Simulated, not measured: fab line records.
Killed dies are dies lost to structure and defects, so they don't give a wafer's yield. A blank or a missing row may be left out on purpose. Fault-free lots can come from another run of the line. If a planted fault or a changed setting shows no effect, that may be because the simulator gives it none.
fab line records	flow gf180mcu
[record] lots = 24	wafers = 72	last_day = 34
route steps=602 shown M3@411 V3@430
lots untouched by any fault: they come from a run of this same line in which no faults occurred
start_h: the number of hours between the record's first day and the start of the first shown wafer of the lot	wait_h: hours since the lot's step before	" unchanged from the row above	L1.1+2: a single row standing in for several wafers	- no value, or no start was given	* or withheld: withheld	< > ~ a bound
route shown NAME@n: NAME is a module with steps in the file, n the number in the route of the first one	usual: the fault-free wafers' mean and standard deviation	same: alike in all rows	chamber/n: place in a boat	sites: each site's reading	_std_site: their standard deviation	_edge_site: mean of outer sites minus mean of inner sites	radius_mm: how far each site lies from the wafer's centre	mask NAME#n: copy n	behind: the tool/chamber that last shaped the wafer	hold: reason for holding the lot/hours on hold/outcome of the hold	device: which transistor (n, p or np) failed to switch	end of line: the same wafers' tests at the end of the route	for a step that has no rows: nothing shown but its recipe	killed: the dies lost at the first sort to structure and to defects; this is not the yield of the wafer	map: a wafer's dies, marking killed ones x, the rest . and places with no die _
set.NAME: the setting that was run; set.NAME@STEP: the one run at that earlier step	model.NAME: the simulator's own value behind a step, which no gauge read
a sample of lots followed through the steps of the route, with each step as a table and each wafer as a row
services: a tool's chamber out of use, with start hour (start_h, from the record's first day; less than 0 if before it), hours out, and reason
[[steps]]
[step GF_M3_SPUTTER_02]
[recipe] material = AlCu	target_thk_nm = 450	power_w = 10600	time_s = 23.9	chamber_pressure_pa = 0.4
[usual] throttle_valve_pct = 29.7/0.85
lot.wafer	tool	chamber	start_h	wait_h	throttle_valve_pct
L074.1	pvd_sputter-03	-	463.08	0.0	31.8
L074.3	"	-	"	"	29.6
L074.4	"	-	"	"	29.5
L075.1	pvd_sputter-04	-	470.58	0.0	29.5
L075.3	"	-	"	"	30.3
L075.5	"	-	"	"	29.3
L076.1	pvd_sputter-04	-	476.28	0.0	30.0
L076.2	"	-	"	"	29.6
L076.3	"	-	"	"	30.2
L077.1	pvd_sputter-03	-	495.11	0.0	29.9
L077.5	"	-	"	"	30.0
L077.6	"	-	"	"	29.2
L078.2	pvd_sputter-04	-	501.44	0.0	29.9
L078.3	"	-	"	"	30.7
L078.5	"	-	"	"	29.4
L079.2	pvd_sputter-03	-	505.52	0.0	31.8
L079.3	"	-	"	"	29.2
L079.4	"	-	"	"	29.6
L080.1	pvd_sputter-04	-	519.74	0.0	30.0
L080.3	"	-	"	"	29.6
L080.6	"	-	"	"	30.1
L081.2	pvd_sputter-02	-	530.64	0.0	29.0
L081.4	"	-	"	"	28.0
L081.6	"	-	"	"	29.1
L082.2	pvd_sputter-02	-	533.86	0.0	28.8
L082.3	"	-	"	"	28.0
L082.6	"	-	"	"	27.9
L083.2	pvd_sputter-04	-	546.39	0.0	29.6
L083.4	"	-	"	"	30.1
L083.6	"	-	"	"	29.4
L084.3	pvd_sputter-02	-	553.12	0.0	29.7
L084.4	"	-	"	"	28.9
L084.5	"	-	"	"	28.6
L085.1	pvd_sputter-04	-	559.46	0.0	29.9
L085.5	"	-	"	"	29.5
L085.6	"	-	"	"	29.9
L086.2	pvd_sputter-02	-	567.18	0.0	29.0
L086.4	"	-	"	"	28.1
L086.5	"	-	"	"	28.6
L087.2	pvd_sputter-04	-	576.65	0.0	30.3
L087.3	"	-	"	"	29.4
L087.5	"	-	"	"	29.5
L088.1	pvd_sputter-02	-	582.74	0.0	29.1
L088.4	"	-	"	"	28.8
L088.6	"	-	"	"	28.9
L089.4	pvd_sputter-04	-	595.61	0.0	29.9
L089.5	"	-	"	"	29.8
L089.6	"	-	"	"	29.6
L090.1	pvd_sputter-02	-	597.66	0.0	28.1
L090.5	"	-	"	"	29.8
L090.6	"	-	"	"	28.7
L091.1	pvd_sputter-02	-	603.13	0.0	29.9
L091.2	"	-	"	"	29.0
L091.5	"	-	"	"	28.2
L092.1	pvd_sputter-03	-	612.09	0.0	29.0
L092.2	"	-	"	"	32.1
L092.4	"	-	"	"	29.9
L093.3	pvd_sputter-03	-	621.51	0.0	32.0
L093.4	"	-	"	"	29.7
L093.5	"	-	"	"	29.6
L094.3	pvd_sputter-04	-	630.04	0.0	29.4
L094.4	"	-	"	"	29.4
L094.5	"	-	"	"	29.5
L095.2	pvd_sputter-04	-	634.96	0.0	29.5
L095.4	"	-	"	"	29.4
L095.6	"	-	"	"	30.2
L096.1	pvd_sputter-03	-	644.09	0.0	29.2
L096.2	"	-	"	"	31.7
L096.6	"	-	"	"	29.6
L097.2	pvd_sputter-03	-	652.69	0.0	29.7
L097.4	"	-	"	"	30.0
L097.5	"	-	"	"	29.4
[step GF_M3_THK_MEAS_06]
[recipe] thk_meas_gauge = xrf	reads = AlCu_of_M3_SPUTTER_02
[usual] M3_ALCU_THK = 446/5.6
lot.wafer	tool	chamber	start_h	wait_h	M3_ALCU_THK[nm]
L074.1	film_metro-04	-	463.29	0.1	445
L074.3	"	-	"	"	447
L074.4	"	-	"	"	451
L075.1	film_metro-01	-	470.79	0.1	443
L075.3	"	-	"	"	447
L075.5	"	-	"	"	439
L076.1	film_metro-01	-	476.49	0.1	451
L076.2	"	-	"	"	440
L076.3	"	-	"	"	440
L077.1	film_metro-04	-	495.32	0.1	459
L077.5	"	-	"	"	458
L077.6	"	-	"	"	453
L078.2	film_metro-01	-	501.66	0.1	448
L078.3	"	-	"	"	442
L078.5	"	-	"	"	448
L079.2	film_metro-01	-	505.74	0.1	444
L079.3	"	-	"	"	448
L079.4	"	-	"	"	446
L080.1	film_metro-04	-	519.95	0.1	446
L080.3	"	-	"	"	443
L080.6	"	-	"	"	439
L081.2	film_metro-03	-	530.86	0.1	452
L081.4	"	-	"	"	453
L081.6	"	-	"	"	456
L082.2	film_metro-04	-	534.08	0.1	451
L082.3	"	-	"	"	445
L082.6	"	-	"	"	449
L083.2	film_metro-04	-	546.61	0.1	440
L083.4	"	-	"	"	448
L083.6	"	-	"	"	445
L084.3	film_metro-01	-	553.35	0.1	439
L084.4	"	-	"	"	441
L084.5	"	-	"	"	439
L085.1	film_metro-04	-	559.67	0.1	445
L085.5	"	-	"	"	442
L085.6	"	-	"	"	443
L086.2	film_metro-01	-	567.40	0.1	437
L086.4	"	-	"	"	440
L086.5	"	-	"	"	443
L087.2	film_metro-04	-	576.87	0.1	444
L087.3	"	-	"	"	440
L087.5	"	-	"	"	438
L088.1	film_metro-04	-	582.95	0.1	450
L088.4	"	-	"	"	456
L088.6	"	-	"	"	453
L089.4	film_metro-03	-	595.85	0.1	444
L089.5	"	-	"	"	447
L089.6	"	-	"	"	438
L090.1	film_metro-04	-	597.87	0.1	449
L090.5	"	-	"	"	449
L090.6	"	-	"	"	450
L091.1	film_metro-01	-	603.34	0.1	451
L091.2	"	-	"	"	448
L091.5	"	-	"	"	451
L092.1	film_metro-04	-	612.30	0.1	440
L092.2	"	-	"	"	443
L092.4	"	-	"	"	447
L093.3	film_metro-03	-	621.74	0.1	448
L093.4	"	-	"	"	456
L093.5	"	-	"	"	458
L094.3	film_metro-03	-	630.27	0.1	454
L094.4	"	-	"	"	455
L094.5	"	-	"	"	447
L095.2	film_metro-04	-	635.21	0.1	445
L095.4	"	-	"	"	442
L095.6	"	-	"	"	439
L096.1	film_metro-03	-	644.30	0.1	449
L096.2	"	-	"	"	445
L096.6	"	-	"	"	454
L097.2	film_metro-01	-	652.91	0.1	444
L097.4	"	-	"	"	441
L097.5	"	-	"	"	442
[step GF_V3_THK_MEAS_01]
[recipe] reads = SiO2_of_V3_CVD_00
[usual] V3_CVD_00_THK = 608/6
lot.wafer	tool	chamber	start_h	wait_h	V3_CVD_00_THK[nm]
L074.1	film_metro-02	-	488.00	0.0	601
L074.3	"	-	"	"	618
L074.4	"	-	"	"	605
L075.1	film_metro-01	-	495.34	0.0	604
L075.3	"	-	"	"	606
L075.5	"	-	"	"	605
L076.1	film_metro-01	-	501.77	0.0	611
L076.2	"	-	"	"	609
L076.3	"	-	"	"	605
L077.1	film_metro-01	-	519.14	0.0	614
L077.5	"	-	"	"	609
L077.6	"	-	"	"	611
L078.2	film_metro-01	-	525.73	0.0	606
L078.3	"	-	"	"	608
L078.5	"	-	"	"	615
L079.2	film_metro-01	-	528.96	0.0	614
L079.3	"	-	"	"	609
L079.4	"	-	"	"	617
L080.1	film_metro-02	-	543.65	0.0	614
L080.3	"	-	"	"	611
L080.6	"	-	"	"	611
L081.2	film_metro-01	-	554.78	0.0	621
L081.4	"	-	"	"	609
L081.6	"	-	"	"	614
L082.2	film_metro-03	-	557.11	0.0	604
L082.3	"	-	"	"	606
L082.6	"	-	"	"	604
L083.2	film_metro-01	-	569.66	0.0	611
L083.4	"	-	"	"	615
L083.6	"	-	"	"	618
L084.3	film_metro-02	-	576.68	0.1	611
L084.4	"	-	"	"	610
L084.5	"	-	"	"	609
L085.1	film_metro-01	-	582.26	0.0	614
L085.5	"	-	"	"	614
L085.6	"	-	"	"	611
L086.2	film_metro-02	-	589.63	0.0	620
L086.4	"	-	"	"	619
L086.5	"	-	"	"	612
L087.2	film_metro-01	-	599.12	0.0	603
L087.3	"	-	"	"	606
L087.5	"	-	"	"	602
L088.1	film_metro-01	-	604.08	0.0	613
L088.4	"	-	"	"	613
L088.6	"	-	"	"	611
L089.4	film_metro-01	-	617.01	0.0	605
L089.5	"	-	"	"	603
L089.6	"	-	"	"	605
L090.1	film_metro-03	-	619.54	0.0	603
L090.5	"	-	"	"	598
L090.6	"	-	"	"	601
L091.1	film_metro-03	-	624.43	0.0	601
L091.2	"	-	"	"	594
L091.5	"	-	"	"	601
L092.1	film_metro-02	-	632.70	0.0	604
L092.2	"	-	"	"	609
L092.4	"	-	"	"	599
L093.3	film_metro-02	-	642.28	0.1	602
L093.4	"	-	"	"	608
L093.5	"	-	"	"	602
L094.3	film_metro-03	-	649.95	0.1	605
L094.4	"	-	"	"	611
L094.5	"	-	"	"	605
L095.2	film_metro-03	-	656.18	0.0	607
L095.4	"	-	"	"	608
L095.6	"	-	"	"	606
L096.1	film_metro-03	-	664.41	0.0	611
L096.2	"	-	"	"	603
L096.6	"	-	"	"	606
L097.2	film_metro-01	-	672.32	0.0	608
L097.4	"	-	"	"	602
L097.5	"	-	"	"	620
[step GF_V3_STRIP_18]
[recipe] chemistry = O2/N2	power_w = 1400	pressure_mtorr = 1500	platen_temp_c = 250	o2_flow_sccm = 3000	n2_flow_sccm = 300	overash_fraction = 0.5
[usual] drypump_motor_current_A = 5.5/0.51	heater_power_w = 313/22	oes_product_au = 0.592/0.005	platen_temp_c = 249.97/0.18
lot.wafer	tool	chamber	start_h	wait_h	drypump_motor_current_A	heater_power_w	oes_product_au	platen_temp_c	rf_hours_counter_h
L074.1	plasma_asher-03	0	512.42	-	5.6	283	0.592	249.78	77
L074.3	"	1	"	"	5.6	309	0.593	249.90	-
L074.4	"	0	"	"	5.5	295	0.597	250.14	-
L075.1	plasma_asher-01	0	519.66	-	6.6	303	0.591	249.94	89
L075.3	"	1	"	"	5.3	339	0.586	250.14	-
L075.5	"	0	"	"	6.6	313	0.590	250.09	-
L076.1	plasma_asher-04	0	526.07	-	4.9	362	0.600	249.89	9
L076.2	"	1	"	"	5.2	302	0.596	249.96	9
L076.3	"	0	"	"	5.0	366	0.589	249.74	-
L077.1	plasma_asher-01	0	542.82	-	6.6	309	0.600	249.68	92
L077.5	"	0	"	"	6.5	301	0.591	249.95	-
L077.6	"	1	"	"	5.2	337	0.599	250.04	-
L078.2	plasma_asher-01	0	549.24	-	6.6	313	0.589	249.55	93
L078.3	"	0	"	"	6.6	299	0.589	249.92	-
L078.5	"	0	"	"	6.6	308	0.584	249.52	-
L079.2	plasma_asher-01	0	552.91	-	6.5	308	0.590	250.21	93
L079.3	"	1	"	"	5.2	328	0.581	250.29	-
L079.4	"	0	"	"	6.6	305	0.594	249.78	-
L080.1	plasma_asher-01	0	566.61	-	6.6	303	0.587	249.80	94
L080.3	"	1	"	"	5.3	335	0.599	249.91	-
L080.6	"	0	"	"	6.6	312	0.594	249.88	-
L081.2	plasma_asher-04	1	576.76	-	5.1	287	0.580	249.97	14
L081.4	"	0	"	"	5.0	349	0.592	249.82	-
L081.6	"	1	"	"	5.1	297	0.598	250.33	-
L082.2	plasma_asher-03	0	579.77	-	5.6	295	0.595	250.07	83
L082.3	"	1	"	"	5.5	315	0.588	249.83	-
L082.6	"	0	"	"	5.6	294	0.591	250.32	-
L083.2	plasma_asher-03	1	591.76	-	5.5	315	0.592	249.97	84
L083.4	"	1	"	"	5.5	307	0.595	249.99	-
L083.6	"	1	"	"	5.5	298	0.593	249.96	-
L084.3	plasma_asher-01	0	598.69	-	6.6	302	0.585	249.96	-
L084.4	"	1	"	"	5.3	336	0.588	250.15	-
L084.5	"	1	"	"	5.3	344	0.581	250.17	-
L085.1	plasma_asher-04	0	604.47	-	4.9	357	0.594	249.81	17
L085.5	"	0	"	"	4.9	360	0.596	250.11	-
L085.6	"	1	"	"	5.1	290	0.607	250.04	-
L086.2	plasma_asher-03	0	611.81	-	5.5	294	0.593	250.12	86
L086.4	"	1	"	"	5.5	309	0.590	250.32	-
L086.5	"	0	"	"	5.6	288	0.600	250.12	-
L087.2	plasma_asher-03	1	620.62	-	5.5	303	0.593	249.93	87
L087.3	"	1	"	"	5.5	311	0.591	249.84	-
L087.5	"	1	"	"	5.5	298	0.593	250.11	-
L088.1	plasma_asher-04	1	625.28	-	5.1	294	0.585	249.85	19
L088.4	"	1	"	"	5.1	285	0.598	250.14	-
L088.6	"	1	"	"	5.1	296	0.597	249.94	-
L089.4	plasma_asher-03	0	638.55	-	5.6	289	0.588	250.09	-
L089.5	"	1	"	"	5.5	301	0.585	249.94	-
L089.6	"	0	"	"	5.6	293	0.588	250.01	-
L090.1	plasma_asher-03	1	640.42	-	5.5	306	0.595	249.65	89
L090.5	"	0	"	"	5.5	291	0.603	249.69	-
L090.6	"	1	"	"	5.5	303	0.598	249.63	-
L091.1	plasma_asher-03	1	645.71	-	5.5	308	0.592	249.89	90
L091.2	"	0	"	"	5.5	289	0.585	250.01	90
L091.5	"	1	"	"	5.5	304	0.591	249.95	-
L092.1	plasma_asher-03	0	653.26	-	5.6	284	0.588	249.53	91
L092.2	"	1	"	"	5.5	297	0.594	249.79	91
L092.4	"	0	"	"	5.5	295	0.594	249.69	-
L093.3	plasma_asher-04	0	662.82	-	5.0	353	0.591	250.32	-
L093.4	"	1	"	"	5.1	297	0.594	249.96	-
L093.5	"	0	"	"	4.9	346	0.599	249.99	-
L094.3	plasma_asher-01	1	670.34	-	5.2	340	0.590	249.80	-
L094.4	"	0	"	"	6.6	307	0.588	249.91	-
L094.5	"	0	"	"	6.5	319	0.596	250.00	-
L095.2	plasma_asher-01	0	676.23	-	6.6	306	0.591	249.96	105
L095.4	"	0	"	"	6.6	307	0.593	249.80	-
L095.6	"	0	"	"	6.6	311	0.596	250.02	-
L096.1	plasma_asher-03	1	684.52	-	5.5	309	0.598	250.15	94
L096.2	"	0	"	"	5.6	285	0.593	250.11	94
L096.6	"	1	"	"	5.5	315	0.595	250.16	-
L097.2	plasma_asher-04	0	692.46	-	4.9	346	0.591	250.12	26
L097.4	"	0	"	"	4.9	351	0.589	250.03	-
L097.5	"	0	"	"	4.9	350	0.596	250.03	-
[step GF_V3_SPUTTER_21]
[recipe] material = Ti	target_thk_nm = 15	chamber_pressure_pa = 5	power_w = 2500	substrate_temp_c = 200	time_s = 80.02
[usual] throttle_valve_pct = 29.9/1.1
lot.wafer	tool	chamber	start_h	wait_h	throttle_valve_pct
L074.1	pvd_sputter-02	-	512.96	0.0	29.5
L074.3	"	-	"	"	28.1
L074.4	"	-	"	"	28.7
L075.1	pvd_sputter-01	-	520.33	0.0	29.8
L075.3	"	-	"	"	32.3
L075.5	"	-	"	"	29.6
L076.1	pvd_sputter-01	-	526.61	0.0	29.9
L076.2	"	-	"	"	32.2
L076.3	"	-	"	"	29.6
L077.1	pvd_sputter-02	-	543.36	0.0	28.1
L077.5	"	-	"	"	28.8
L077.6	"	-	"	"	28.9
L078.2	pvd_sputter-02	-	549.77	0.0	28.7
L078.3	"	-	"	"	28.9
L078.5	"	-	"	"	29.3
L079.2	pvd_sputter-01	-	553.44	0.0	29.7
L079.3	"	-	"	"	29.8
L079.4	"	-	"	"	29.7
L080.1	pvd_sputter-01	-	567.55	0.0	32.1
L080.3	"	-	"	"	29.6
L080.6	"	-	"	"	30.0
L081.2	pvd_sputter-01	-	577.29	0.0	32.2
L081.4	"	-	"	"	29.8
L081.6	"	-	"	"	29.8
L082.2	pvd_sputter-02	-	580.65	0.0	28.7
L082.3	"	-	"	"	28.0
L082.6	"	-	"	"	29.2
L083.2	pvd_sputter-01	-	592.29	0.0	29.7
L083.4	"	-	"	"	32.2
L083.6	"	-	"	"	29.9
L084.3	pvd_sputter-03	-	599.27	0.0	32.1
L084.4	"	-	"	"	29.4
L084.5	"	-	"	"	32.0
L085.1	pvd_sputter-03	-	605.01	0.0	30.0
L085.5	"	-	"	"	31.8
L085.6	"	-	"	"	29.6
L086.2	pvd_sputter-01	-	612.34	0.0	29.7
L086.4	"	-	"	"	30.0
L086.5	"	-	"	"	29.7
L087.2	pvd_sputter-02	-	621.19	0.0	29.0
L087.3	"	-	"	"	29.0
L087.5	"	-	"	"	29.0
L088.1	pvd_sputter-03	-	625.85	0.0	29.6
L088.4	"	-	"	"	29.4
L088.6	"	-	"	"	29.3
L089.4	pvd_sputter-01	-	639.05	0.0	32.2
L089.5	"	-	"	"	30.0
L089.6	"	-	"	"	29.7
L090.1	pvd_sputter-03	-	640.96	0.0	31.8
L090.5	"	-	"	"	32.1
L090.6	"	-	"	"	29.8
L091.1	pvd_sputter-03	-	646.25	0.0	29.9
L091.2	"	-	"	"	31.8
L091.5	"	-	"	"	30.3
L092.1	pvd_sputter-01	-	653.79	0.0	29.8
L092.2	"	-	"	"	32.1
L092.4	"	-	"	"	29.5
L093.3	pvd_sputter-03	-	663.32	0.0	29.9
L093.4	"	-	"	"	29.5
L093.5	"	-	"	"	29.8
L094.3	pvd_sputter-03	-	670.87	0.0	31.9
L094.4	"	-	"	"	29.5
L094.5	"	-	"	"	32.0
L095.2	pvd_sputter-01	-	676.80	0.0	29.7
L095.4	"	-	"	"	30.0
L095.6	"	-	"	"	32.5
L096.1	pvd_sputter-02	-	685.09	0.0	29.7
L096.2	"	-	"	"	29.1
L096.6	"	-	"	"	28.8
L097.2	pvd_sputter-03	-	693.00	0.0	32.0
L097.4	"	-	"	"	29.4
L097.5	"	-	"	"	31.8
[step GF_V3_SPUTTER_22]
[recipe] material = TiN	target_thk_nm = 10	chamber_pressure_pa = 5	power_w = 4000	time_s = 40
[usual] throttle_valve_pct = 29.9/1.1
lot.wafer	tool	chamber	start_h	wait_h	throttle_valve_pct
L074.1	pvd_sputter-02	-	513.02	0.0	29.6
L074.3	"	-	"	"	28.3
L074.4	"	-	"	"	28.9
L075.1	pvd_sputter-01	-	520.39	0.0	29.8
L075.3	"	-	"	"	32.0
L075.5	"	-	"	"	29.7
L076.1	pvd_sputter-01	-	526.68	0.0	29.7
L076.2	"	-	"	"	32.2
L076.3	"	-	"	"	29.6
L077.1	pvd_sputter-02	-	543.42	0.0	28.2
L077.5	"	-	"	"	28.8
L077.6	"	-	"	"	28.9
L078.2	pvd_sputter-02	-	549.83	0.0	28.8
L078.3	"	-	"	"	29.1
L078.5	"	-	"	"	29.0
L079.2	pvd_sputter-01	-	553.50	0.0	29.6
L079.3	"	-	"	"	29.8
L079.4	"	-	"	"	29.9
L080.1	pvd_sputter-01	-	567.61	0.0	32.2
L080.3	"	-	"	"	29.7
L080.6	"	-	"	"	30.1
L081.2	pvd_sputter-01	-	577.35	0.0	32.3
L081.4	"	-	"	"	29.7
L081.6	"	-	"	"	29.9
L082.2	pvd_sputter-02	-	580.71	0.0	28.8
L082.3	"	-	"	"	28.4
L082.6	"	-	"	"	29.0
L083.2	pvd_sputter-01	-	592.35	0.0	29.6
L083.4	"	-	"	"	32.1
L083.6	"	-	"	"	29.7
L084.3	pvd_sputter-03	-	599.34	0.0	31.7
L084.4	"	-	"	"	29.6
L084.5	"	-	"	"	31.9
L085.1	pvd_sputter-03	-	605.07	0.0	29.8
L085.5	"	-	"	"	31.9
L085.6	"	-	"	"	29.8
L086.2	pvd_sputter-01	-	612.41	0.0	29.8
L086.4	"	-	"	"	29.9
L086.5	"	-	"	"	30.0
L087.2	pvd_sputter-02	-	621.25	0.0	29.1
L087.3	"	-	"	"	28.9
L087.5	"	-	"	"	29.1
L088.1	pvd_sputter-03	-	625.91	0.0	29.7
L088.4	"	-	"	"	29.4
L088.6	"	-	"	"	29.1
L089.4	pvd_sputter-01	-	639.12	0.0	32.2
L089.5	"	-	"	"	30.0
L089.6	"	-	"	"	29.7
L090.1	pvd_sputter-03	-	641.02	0.0	31.9
L090.5	"	-	"	"	32.0
L090.6	"	-	"	"	29.6
L091.1	pvd_sputter-03	-	646.31	0.0	29.9
L091.2	"	-	"	"	31.9
L091.5	"	-	"	"	29.5
L092.1	pvd_sputter-01	-	653.86	0.0	29.7
L092.2	"	-	"	"	32.2
L092.4	"	-	"	"	29.9
L093.3	pvd_sputter-03	-	663.38	0.0	29.9
L093.4	"	-	"	"	29.9
L093.5	"	-	"	"	29.5
L094.3	pvd_sputter-03	-	670.93	0.0	32.0
L094.4	"	-	"	"	29.9
L094.5	"	-	"	"	32.3
L095.2	pvd_sputter-01	-	676.86	0.0	29.6
L095.4	"	-	"	"	29.9
L095.6	"	-	"	"	31.9
L096.1	pvd_sputter-02	-	685.15	0.0	29.8
L096.2	"	-	"	"	28.9
L096.6	"	-	"	"	28.7
L097.2	pvd_sputter-03	-	693.06	0.0	31.7
L097.4	"	-	"	"	29.1
L097.5	"	-	"	"	32.3
[[services]]
tool	chamber	start_h	hours	kind
plasma_asher-03	-	450.81	1.3	repair
plasma_asher-04	-	478.50	9.1	repair
pvd_sputter-02	-	491.67	2.4	repair
pvd_sputter-04	-	493.46	2.8	repair
plasma_asher-01	-	493.56	2.8	pm
plasma_asher-03	-	517.16	15.6	pm
plasma_asher-04	-	527.95	1.4	repair
plasma_asher-04	-	528.43	1.8	repair
pvd_sputter-04	-	554.87	3.7	repair
pvd_sputter-03	-	574.38	6.9	repair
pvd_sputter-03	3	581.67	-	consumable_replace:kit
pvd_sputter-03	3	581.67	18.0	scheduled_down
pvd_sputter-03	3	581.67	18.0	vent_cycle
plasma_asher-01	-	586.25	1.7	repair
plasma_asher-04	-	592.84	0.4	repair
pvd_sputter-01	-	614.00	0.5	repair
pvd_sputter-04	-	624.07	1.3	repair
pvd_sputter-02	3	631.63	-	consumable_replace:kit
pvd_sputter-02	3	631.63	18.0	scheduled_down
pvd_sputter-02	3	631.63	18.0	vent_cycle
plasma_asher-03	-	636.36	0.9	repair
plasma_asher-01	-	650.00	3.7	repair
pvd_sputter-02	-	651.18	3.3	repair
plasma_asher-04	-	686.26	1.4	repair
[[key]]
fault none
